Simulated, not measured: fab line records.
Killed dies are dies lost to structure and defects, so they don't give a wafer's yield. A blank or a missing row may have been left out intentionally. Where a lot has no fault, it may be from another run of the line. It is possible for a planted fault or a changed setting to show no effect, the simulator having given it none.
Problem report, 8D (eight disciplines) form, completed by code :: flow gf180mcu :: the parts of the form that need people (team, actions taken, sign-off) are left out

## 1. WHAT IS WRONG
Mean of cd nm at GF_V3_CD_MEAS_14: 325.8 nm across 6 wafers in 2 lots; on wafers with no fault it is 259.6 nm (standard deviation 1.2). Relative to the usual mean, that is a shift of +55 standard deviations.
The step: target cd 260 nm.
Earliest sighting: wafer L154.3 on cd sem-01 at day 28 02:01. The record has a number at this step for 42 wafers belonging to 14 lots. Rule for "out", or "out of limits": more than 4 standard deviations from the usual mean. Any other wafer with a number is counted as sound.

## 2. WHAT THIS IS AND IS NOT
question: which readings at this step
is: cd nm
is not: -

question: which lots
is: L154, L158
is not: L137, L138, L141, L143, L144, L145, L146, L147, L148, L149, L150, L152

question: which wafers of those lots
is: all that have a number
is not: -

question: read on which gauges
is: cd sem-01, cd sem-02
is not: -

question: when
is: from day 28 02:01
is not: up to then (36 sound wafers)

## 3. WHAT RULES OUT EACH SUSPECT
Counting: a tool at a process step up to the reading stays a suspect if it ran every lot that is out and no sound lot after the first of them.
- the gauge at GF_V3_CD_MEAS_14 is ruled out. The wafers that are out were read on 2 gauges (cd sem-01, cd sem-02).
- litho track-02 at GF_V3_SOFTBAKE_10 (time 60 s): kept. All lots that are out passed through it, beginning with L154 at day 27 16:00, and no sound lot followed; its final sound lot before that point was L150 at day 26 10:00. Its own heater power total W, plate temp C readings are out on those wafers.
Remaining after the count: litho track-02 at GF_V3_SOFTBAKE_10.

## 4. THE CAUSE (what the simulator had put in)
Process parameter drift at GF_V3_SOFTBAKE_10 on litho track-02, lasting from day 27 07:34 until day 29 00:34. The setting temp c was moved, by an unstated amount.
Counting left only this tool.

## 5. SEQUENCE OF EFFECTS, ordered by route
One row per reading whose mean, taken over the struck wafers that have a number, lies over 3 standard deviations from the usual. Scope: only readings with a usual standard deviation given in the record; hours: median across lots of the time from each lot's start at the first step in this table that gives one to its start at this step; sigmas: change in usual standard deviations.
hours: 0
step: GF_V3_SOFTBAKE_10
reading: heater power total W
usual: 93.05 W
on struck wafers: 108.63
change: +15.58
sigmas: +99 or more

hours: 0
step: GF_V3_SOFTBAKE_10
reading: plate temp C
usual: 130.01 C
on struck wafers: 146.57
change: +16.56
sigmas: +99 or more

hours: 11
step: GF_V3_CD_MEAS_14
reading: cd nm
usual: 259.6 nm
on struck wafers: 325.8
change: +66.1
sigmas: +55
The process steps in it:
- GF_V3_SOFTBAKE_10: time 60 s.

## 6. WHAT WOULD HAVE CAUGHT IT SOONER
Counted from the fault's start at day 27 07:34, it took 18 hours until the first out-of-limits reading at a measuring or inspecting step in this record, taken at day 28 02:01.
The tool's own readings at GF_V3_SOFTBAKE_10 were out on every struck wafer that the step has a row for (heater power total W, plate temp C): an alarm limit on them would have fired on the first of those.
L158, from the lots that are out (2), started GF_V3_SOFTBAKE_10 on litho track-02 later than day 28 02:01. It would have been spared by a hold on the tool at that moment.
